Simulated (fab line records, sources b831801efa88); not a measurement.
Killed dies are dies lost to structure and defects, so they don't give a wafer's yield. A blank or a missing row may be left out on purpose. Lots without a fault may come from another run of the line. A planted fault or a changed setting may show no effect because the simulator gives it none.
fab line records | flow sky130
record lots=12 wafers=36 last_day=50
route steps=708 shown CONTACT@423 METAL1@436 VIA2@529 PAD_OPEN@708
lots that met no fault: from a run of the same line without faults
start_h: hours from the record's first day to the start of the lot's first wafer shown | wait_h: hours since the lot's step before | " the same as in the row above | L1.1+2: a row that stands for several wafers | - no value, or no start given | * or withheld: withheld | < > ~ a bound
route shown NAME@n: a module of which the file shows steps, and the number in the route of the first | usual: mean/standard deviation of fault-free wafers | same: alike in all rows | chamber/n: place in a boat | sites: the reading at each site | _std_site: their standard deviation | _edge_site: outer sites' mean less inner sites' | radius_mm: how far each site lies from the wafer's centre | mask NAME#n: copy n | behind: the tool/chamber that last shaped the wafer | hold: why the lot was held/for how many hours/how that ended | device: the transistor (n, p or np) that didn't switch | end of line: the same wafers' tests at the end of the route | a step without rows: its recipe alone | killed: dies lost to structure and defects at the first sort, not the wafer's yield | map: a wafer's dies, x killed, . not, _ none there
set.NAME: the setting as run; set.NAME@STEP: as run at that earlier step | model.NAME: the simulator's own value behind a step, which no gauge read
steps of the route over a sample of lots; a table a step, a row a wafer
services: from which hour (start_h, from the record's first day; less than 0 if before it) a tool's chamber was out of use, for how many hours, and why
## steps
# step SKY_CONTACT_ETCH_17
# recipe target=SiO2 chemistry=C4F8/O2/Ar stop_on=Si3N4 mask_material=KrF-thick source_w=1500 bias_w=1200 pressure_mtorr=40 c4f8_flow_sccm=withheld O2_flow_sccm=6 Ar_flow_sccm=300 time_s=withheld target_depth_a=3400
# usual oes_product_au=0.890/0.0052
# columns lot.wafer tool chamber start_h wait_h oes_product_au
L343.1 rie_diel-01 0 733.40 0.0 0.885
L343.2 " 3 " " 0.891
L343.3 " 2 " " 0.888
L345.2 rie_diel-04 0 760.77 0.0 0.883
L345.4 " 2 " " 0.886
L345.5 " 2 " " 0.892
L346.2 rie_diel-03 0 767.32 0.0 0.888
L346.3 " 1 " " 0.895
L346.5 " 0 " " 0.891
L347.2 rie_diel-04 0 794.27 0.0 0.890
L347.3 " 1 " " 0.891
L347.5 " 0 " " 0.889
L349.1 rie_diel-04 0 796.60 0.0 0.894
L349.4 " 1 " " 0.890
L349.5 " 0 " " 0.879
L348.4 rie_diel-03 3 797.35 0.0 0.891
L348.5 " 1 " " 0.891
L348.6 " 2 " " 0.893
L351.2 rie_diel-03 3 807.07 0.0 0.892
L351.3 " 0 " " 0.891
L351.6 " 0 " " 0.895
L353.1 rie_diel-03 1 814.47 0.0 0.886
L353.4 " 2 " " 0.898
L353.5 " 3 " " 0.885
L354.2 rie_diel-01 3 827.55 0.0 0.884
L354.5 " 3 " " 0.886
L354.6 " 0 " " 0.890
L356.4 rie_diel-04 3 842.20 0.0 0.897
L356.5 " 1 " " 0.890
L356.6 " 0 " " 0.894
L360.2 rie_diel-01 2 872.60 0.0 0.888
L360.4 " 1 " " 0.903
L360.6 " 0 " " 0.888
L363.1 rie_diel-04 1 893.15 0.0 0.897
L363.3 " 3 " " 0.892
L363.6 " 1 " " 0.891
# step SKY_METAL1_SPUTTER_02
# recipe material=AlCu target_thk_nm=250 power_w=10600 time_s=13.3 chamber_pressure_pa=0.4
# usual chamber_pressure_pa=0.4000/0.00077 throttle_valve_pct=29.8/1.1
# columns lot.wafer tool chamber start_h wait_h chamber_pressure_pa throttle_valve_pct
L343.1 pvd_sputter-04 - 734.81 0.0 0.3983 30.0
L343.2 " - " " 0.4003 27.7
L343.3 " - " " 0.3990 28.4
L345.2 pvd_sputter-01 - 762.28 0.0 0.4000 30.8
L345.4 " - " " 0.4008 30.8
L345.5 " - " " 0.3994 30.7
L346.2 pvd_sputter-03 - 768.72 0.0 0.4008 29.3
L346.3 " - " " 0.3986 29.4
L346.5 " - " " 0.4003 29.2
L347.2 pvd_sputter-03 - 795.69 0.0 0.4005 29.7
L347.3 " - " " 0.3995 29.9
L347.5 " - " " 0.4015 29.9
L349.1 pvd_sputter-01 - 798.01 0.0 0.4003 30.4
L349.4 " - " " 0.4007 29.7
L349.5 " - " " 0.4010 30.8
L348.4 pvd_sputter-01 - 798.78 0.0 0.4009 30.7
L348.5 " - " " 0.3994 29.7
L348.6 " - " " 0.3991 31.4
L351.2 pvd_sputter-01 - 808.47 0.0 0.3997 30.8
L351.3 " - " " 0.3999 31.1
L351.6 " - " " 0.3998 29.6
L353.1 pvd_sputter-01 - 815.86 0.0 0.4003 30.8
L353.4 " - " " 0.4005 31.7
L353.5 " - " " 0.3996 29.9
L354.2 pvd_sputter-04 - 829.01 0.0 0.3998 30.8
L354.5 " - " " 0.3997 27.3
L354.6 " - " " 0.4007 30.8
L356.4 pvd_sputter-03 - 843.60 0.0 0.4005 30.0
L356.5 " - " " 0.3992 29.2
L356.6 " - " " 0.4004 29.1
L360.2 pvd_sputter-03 - 873.98 0.0 0.4004 29.5
L360.4 " - " " 0.4009 29.7
L360.6 " - " " 0.4003 29.4
L363.1 pvd_sputter-03 - 894.66 0.0 0.4001 29.7
L363.3 " - " " 0.3998 29.3
L363.6 " - " " 0.3997 29.9
# step SKY_METAL1_STRIP_20
# recipe chemistry=O2/N2 power_w=1400 pressure_mtorr=1500 platen_temp_c=withheld o2_flow_sccm=3000 n2_flow_sccm=300 overash_fraction=0.5
# usual drypump_motor_current_A=5.4/0.31 n2_flow_sccm=299.9/0.99 oes_product_au=0.344/0.0049 strip_time_to_endpoint_s=2.71/0.037
# columns lot.wafer tool chamber start_h wait_h drypump_motor_current_A n2_flow_sccm oes_product_au rf_hours_counter_h strip_time_to_endpoint_s
L343.1 plasma_asher-04 1 763.26 0.1 5.9 299.4 0.343 96 2.67
L343.2 " 0 " " 5.1 298.9 0.338 96 2.68
L343.3 " 0 " " 5.1 298.6 0.339 - 2.68
L345.2 plasma_asher-03 0 789.04 0.1 5.3 298.9 0.339 66 2.76
L345.4 " 0 " " 5.3 298.5 0.352 - 2.70
L345.5 " 0 " " 5.3 300.2 0.349 - 2.70
L346.2 plasma_asher-01 1 796.09 0.1 5.0 300.7 0.340 35 2.71
L346.3 " 1 " " 5.0 299.8 0.345 - 2.74
L346.5 " 0 " " 6.1 299.3 0.342 - 2.74
L347.2 plasma_asher-03 0 822.10 0.1 5.3 298.6 0.345 69 2.70
L347.3 " 0 " " 5.3 300.1 0.345 - 2.74
L347.5 " 1 " " 5.2 299.3 0.347 - 2.75
L349.1 plasma_asher-04 0 825.70 0.1 5.1 300.3 0.350 103 2.78
L349.4 " 1 " " 5.9 300.5 0.342 - 2.72
L349.5 " 0 " " 5.1 299.4 0.348 - 2.74
L348.4 plasma_asher-03 0 826.89 0.1 5.3 299.7 0.334 - 2.65
L348.5 " 0 " " 5.3 301.2 0.338 - 2.67
L348.6 " 1 " " 5.2 299.2 0.344 - 2.73
L351.2 plasma_asher-03 0 835.56 0.1 5.3 299.3 0.334 71 2.66
L351.3 " 1 " " 5.2 298.7 0.350 - 2.68
L351.6 " 0 " " 5.3 299.7 0.340 - 2.65
L353.1 plasma_asher-03 0 843.26 0.1 5.3 301.0 0.342 71 2.75
L353.4 " 0 " " 5.3 302.1 0.338 - 2.75
L353.5 " 1 " " 5.2 299.8 0.345 - 2.76
L354.2 plasma_asher-03 1 856.04 0.1 5.2 298.4 0.347 73 2.68
L354.5 " 0 " " 5.3 299.3 0.351 - 2.70
L354.6 " 1 " " 5.3 299.6 0.344 - 2.68
L356.4 plasma_asher-03 0 870.65 0.1 5.3 300.2 0.339 - 2.75
L356.5 " 1 " " 5.3 300.2 0.336 - 2.72
L356.6 " 0 " " 5.3 301.3 0.347 - 2.77
L360.2 plasma_asher-01 1 900.43 0.1 5.0 299.8 0.343 45 2.74
L360.4 " 1 " " 5.0 299.0 0.345 - 2.72
L360.6 " 0 " " 6.1 300.5 0.341 - 2.73
L363.1 plasma_asher-04 1 920.24 0.1 5.9 300.2 0.350 112 2.76
L363.3 " 0 " " 5.1 299.7 0.344 - 2.73
L363.6 " 1 " " 5.8 301.0 0.348 - 2.77
# step SKY_VIA2_RS_MEAS_22
# recipe thk_meas_gauge=four-point-probe reads=W_of_VIA2_CVD_21+TiN_of_VIA2_SPUTTER_20
# usual VIA2_W_RS=0.2759/0.0027
# columns lot.wafer tool chamber start_h wait_h VIA2_W_RS[ohm/sq]
L343.1 film_metro-04 - 848.37 0.1 0.2771
L343.2 " - " " 0.2808
L343.3 " - " " 0.2733
L345.2 film_metro-02 - 875.29 0.1 0.2733
L345.4 " - " " 0.2726
L345.5 " - " " 0.2704
L346.2 film_metro-01 - 880.43 0.1 0.2793
L346.3 " - " " 0.2758
L346.5 " - " " 0.2759
L347.2 film_metro-02 - 906.06 0.1 0.2781
L347.3 " - " " 0.2784
L347.5 " - " " 0.2789
L349.1 film_metro-04 - 909.02 0.1 0.2739
L349.4 " - " " 0.2764
L349.5 " - " " 0.2773
L348.4 film_metro-02 - 910.65 0.1 0.2796
L348.5 " - " " 0.2774
L348.6 " - " " 0.2747
L351.2 film_metro-04 - 918.51 0.1 0.2768
L351.3 " - " " 0.2735
L351.6 " - " " 0.2774
L353.1 film_metro-01 - 926.73 0.1 0.2761
L353.4 " - " " 0.2737
L353.5 " - " " 0.2754
L354.2 film_metro-02 - 937.95 0.1 0.2741
L354.5 " - " " 0.2757
L354.6 " - " " 0.2741
L356.4 film_metro-01 - 950.65 0.1 0.2821
L356.5 " - " " 0.2806
L356.6 " - " " 0.2805
L360.2 film_metro-04 - 979.67 0.1 0.2779
L360.4 " - " " 0.2764
L360.6 " - " " 0.2771
L363.1 film_metro-04 - 998.97 0.1 0.2738
L363.3 " - " " 0.2781
L363.6 " - " " 0.2743
# step SKY_PAD_OPEN_PROBE_99
# usual defect_limited_yield=82.6/1.8 killed_at_M0_to_M3=43/6.6 killed_at_M4_up=2.9/1.6 killed_at_contacts=24/4.9 killed_at_front_end=15/4.5 killed_at_other=0.2/0.45 killed_dies=86/8.8 killed_open=48/6.4 killed_short=38/5.6 sort_bin_3_pad_short=0.8/0.38 sort_bin_5_function=10.2/1.4 sort_bin_6_memory=6.4/1.1 sort_n_pass=406/8.8 sort_yield_pct=82.6/1.8
# same gross_dies=492 killed_at_back_side=0 sort_bin_4_leakage[%]=0 sort_bin_8_speed[%]=0
# columns lot.wafer tool chamber start_h wait_h defect_limited_yield[%] killed_at_M0_to_M3 killed_at_M4_up killed_at_contacts killed_at_front_end killed_at_other killed_dies killed_open killed_short sort_bin_3_pad_short[%] sort_bin_5_function[%] sort_bin_6_memory[%] sort_n_pass sort_yield_pct[%]
L347.2 prober-01 - 1124.79 0.1 81.5 42 3 24 22 0 91 49 42 0.4 11.4 6.7 401 81.5
L347.3 prober-01 - 1124.84 0.2 82.5 49 3 22 12 0 86 48 38 0.4 10.6 6.5 406 82.5
L347.5 prober-01 - 1124.94 0.2 82.9 46 1 24 13 0 84 46 38 0.4 10.4 6.3 408 82.9
L348.4 prober-01 - 1126.39 0.2 83.3 43 6 20 13 0 82 45 37 1.0 9.8 5.9 410 83.3
L348.5 prober-01 - 1126.44 0.2 79.1 49 3 31 20 0 103 62 41 0.8 13.2 6.9 389 79.1
L348.6 prober-01 - 1126.49 0.2 81.5 45 2 26 18 0 91 52 39 0.4 10.4 7.7 401 81.5
L354.2 prober-02 - 1149.63 0.1 82.7 42 4 24 15 0 85 54 31 1.2 10.4 5.7 407 82.7
L354.5 prober-02 - 1149.78 0.2 83.9 35 5 27 12 0 79 42 37 0.4 8.1 7.5 413 83.9
L354.6 prober-02 - 1149.83 0.2 81.5 42 3 30 15 1 91 46 45 1.4 10.4 6.7 401 81.5
L360.2 prober-01 - 1178.73 0.1 83.7 39 5 20 16 0 80 46 34 1.0 11.2 4.1 412 83.7
L360.4 prober-01 - 1178.83 0.2 72.2 103 2 16 16 0 137 52 28 3.0 15.7 9.1 355 72.2
L360.6 prober-01 - 1178.93 0.2 83.3 52 2 17 11 0 82 49 33 0.8 8.7 7.1 410 83.3
L363.1 prober-02 - 1190.37 0.1 74.8 93 1 18 12 0 124 40 33 3.3 14.8 7.1 368 74.8
L363.3 prober-02 - 1190.47 0.2 81.5 41 3 30 16 1 91 42 49 0.8 11.8 5.9 401 81.5
L363.6 prober-02 - 1190.62 0.2 71.1 99 2 25 14 2 142 47 36 2.8 18.5 7.5 350 71.1
# killed by level:class
L347.2 LI_CONTACT:geometric_particle:open=8 CONTACT:geometric_particle:open=8 METAL2:geometric_particle:short=7 METAL1:geometric_particle:short=7 VIA1:geometric_particle:open=7 POLY_GATE:geometric_particle:open=6 FIELD_ISO:geometric_particle:open=5 POLY_GATE:geometric_particle:short=5
L347.3 VIA1:geometric_particle:open=11 VIA3:geometric_particle:open=10 METAL2:geometric_particle:short=9 POLY_GATE:geometric_particle:open=6 LI_CONTACT:geometric_particle:open=5 CONTACT:geometric_particle:open=5 LOCAL_INTERCONNECT:geometric_particle:short=5 CONTACT:geometric_particle:short=4
L347.5 VIA1:geometric_particle:open=10 CONTACT:geometric_particle:open=9 VIA2:geometric_particle:open=7 METAL2:geometric_particle:short=6 FIELD_ISO:geometric_particle:open=5 LI_CONTACT:geometric_particle:open=5 METAL1:geometric_particle:short=5 VIA3:geometric_particle:open=5
L348.4 CONTACT:geometric_particle:open=9 FIELD_ISO:geometric_particle:open=8 VIA2:geometric_particle:open=8 VIA1:geometric_particle:open=7 VIA3:geometric_particle:open=6 LOCAL_INTERCONNECT:geometric_particle:short=5 METAL2:geometric_particle:short=5 POLY_GATE:geometric_particle:short=4
L348.5 VIA2:geometric_particle:open=13 CONTACT:geometric_particle:open=11 LI_CONTACT:geometric_particle:open=10 VIA1:geometric_particle:open=8 VIA3:geometric_particle:open=6 METAL2:geometric_particle:short=5 VIA2:geometric_particle:short=5 LOCAL_INTERCONNECT:geometric_particle:short=4
L348.6 CONTACT:geometric_particle:open=11 VIA1:geometric_particle:open=11 VIA1:geometric_particle:short=7 POLY_GATE:geometric_particle:short=6 LI_CONTACT:geometric_particle:open=6 VIA2:geometric_particle:open=6 LOCAL_INTERCONNECT:geometric_particle:short=5 POLY_GATE:geometric_particle:open=5
L354.2 VIA1:geometric_particle:open=13 CONTACT:geometric_particle:open=10 LI_CONTACT:geometric_particle:open=10 METAL1:geometric_particle:short=7 POLY_GATE:geometric_particle:open=6 VIA2:geometric_particle:open=5 VIA1:geometric_particle:short=4 FIELD_ISO:geometric_particle:open=3
L354.5 LI_CONTACT:geometric_particle:open=9 VIA3:geometric_particle:open=8 CONTACT:geometric_particle:open=7 METAL2:geometric_particle:short=7 METAL4:geometric_particle:short=5 VIA2:geometric_particle:open=5 FIELD_ISO:geometric_particle:short=4 CONTACT:geometric_particle:short=4
L354.6 VIA1:geometric_particle:open=14 CONTACT:geometric_particle:open=13 POLY_GATE:geometric_particle:short=7 CONTACT:geometric_particle:short=6 LOCAL_INTERCONNECT:geometric_particle:short=6 VIA2:geometric_particle:open=6 FIELD_ISO:geometric_particle:short=5 VIA3:geometric_particle:short=5
L360.2 VIA1:geometric_particle:open=8 VIA3:geometric_particle:open=7 LI_CONTACT:geometric_particle:open=6 CONTACT:geometric_particle:open=6 METAL2:geometric_particle:short=6 CONTACT:geometric_particle:short=5 VIA2:geometric_particle:open=5 FIELD_ISO:geometric_particle:open=4
L360.4 METAL1:unspecified=57 VIA1:geometric_particle:open=18 CONTACT:geometric_particle:open=8 FIELD_ISO:geometric_particle:open=5 POLY_GATE:geometric_particle:short=5 LI_CONTACT:geometric_particle:open=5 METAL2:geometric_particle:short=5 METAL1:geometric_particle:short=5
L360.6 VIA1:geometric_particle:open=13 VIA2:geometric_particle:open=9 LI_CONTACT:geometric_particle:open=7 VIA1:geometric_particle:short=6 METAL2:geometric_particle:short=6 VIA3:geometric_particle:open=6 CONTACT:geometric_particle:open=5 LOCAL_INTERCONNECT:geometric_particle:short=4
L363.1 METAL1:unspecified=51 VIA1:geometric_particle:open=10 METAL1:geometric_particle:short=7 CONTACT:geometric_particle:open=6 VIA2:geometric_particle:open=6 FIELD_ISO:geometric_particle:open=5 LI_CONTACT:geometric_particle:open=5 CONTACT:geometric_particle:short=5
L363.3 CONTACT:geometric_particle:open=14 VIA1:geometric_particle:open=8 METAL1:geometric_particle:short=8 METAL2:geometric_particle:short=6 POLY_GATE:geometric_particle:short=5 CONTACT:geometric_particle:short=5 FIELD_ISO:geometric_particle:open=4 LI_CONTACT:geometric_particle:open=4
L363.6 METAL1:unspecified=59 VIA3:geometric_particle:open=10 VIA1:geometric_particle:open=9 CONTACT:geometric_particle:open=8 LOCAL_INTERCONNECT:geometric_particle:short=7 LI_CONTACT:geometric_particle:open=6 VIA2:geometric_particle:open=4 VIA1:geometric_particle:short=4
## services
# columns tool chamber start_h hours kind
rie_diel-01 1 720.09 8.3 repair
pvd_sputter-01 - 721.31 8.6 repair
plasma_asher-01 - 735.68 1.2 repair
pvd_sputter-01 - 746.08 0.6 repair
rie_diel-03 - 749.70 0.8 repair
pvd_sputter-04 - 749.74 23.4 repair
rie_diel-04 2 771.75 20.0 repair
pvd_sputter-04 - 780.60 9.8 repair
rie_diel-01 1 781.14 7.7 repair
pvd_sputter-03 - 783.06 4.4 repair
rie_diel-01 2 789.10 4.2 repair
rie_diel-03 - 796.76 0.3 repair
rie_diel-03 1 818.20 15.2 repair
rie_diel-04 3 821.34 12.6 repair
pvd_sputter-01 - 832.34 1.9 repair
rie_diel-01 3 849.70 8.1 repair
rie_diel-03 1 855.68 4.3 repair
rie_diel-04 - 858.26 15.6 pm
rie_diel-03 3 871.34 9.9 repair
rie_diel-04 2 897.24 20.0 repair
pvd_sputter-04 - 914.20 7.8 repair
pvd_sputter-03 - 914.28 8.7 repair
pvd_sputter-01 - 916.24 2.6 repair
rie_diel-01 - 919.86 0.4 repair
## key
first_sign step=SKY_PAD_OPEN_PROBE_99 reading=killed_at_M0_to_M3 direction=up sigmas=8.3 usual=43 struck=98
effect step=SKY_PAD_OPEN_PROBE_99 reading=sort_bin_3_pad_short direction=up sigmas=5.9 usual=0.8 struck=3.0
met_at SKY_METAL1_SPUTTER_02
struck_lots L360,L363
struck_wafers L360.4,L363.1,L363.6
not_acting_at SKY_CONTACT_ETCH_17,SKY_METAL1_STRIP_20,SKY_VIA2_RS_MEAS_22
onset_between 843.60 873.98
fault kind=chamber_particle_source tool=pvd_sputter-03 chamber=- onset_h=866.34 steps=SKY_METAL1_SPUTTER_02 rate_per_visit_cm2=0.87698 end_h=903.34 scope=struck_wafers_only
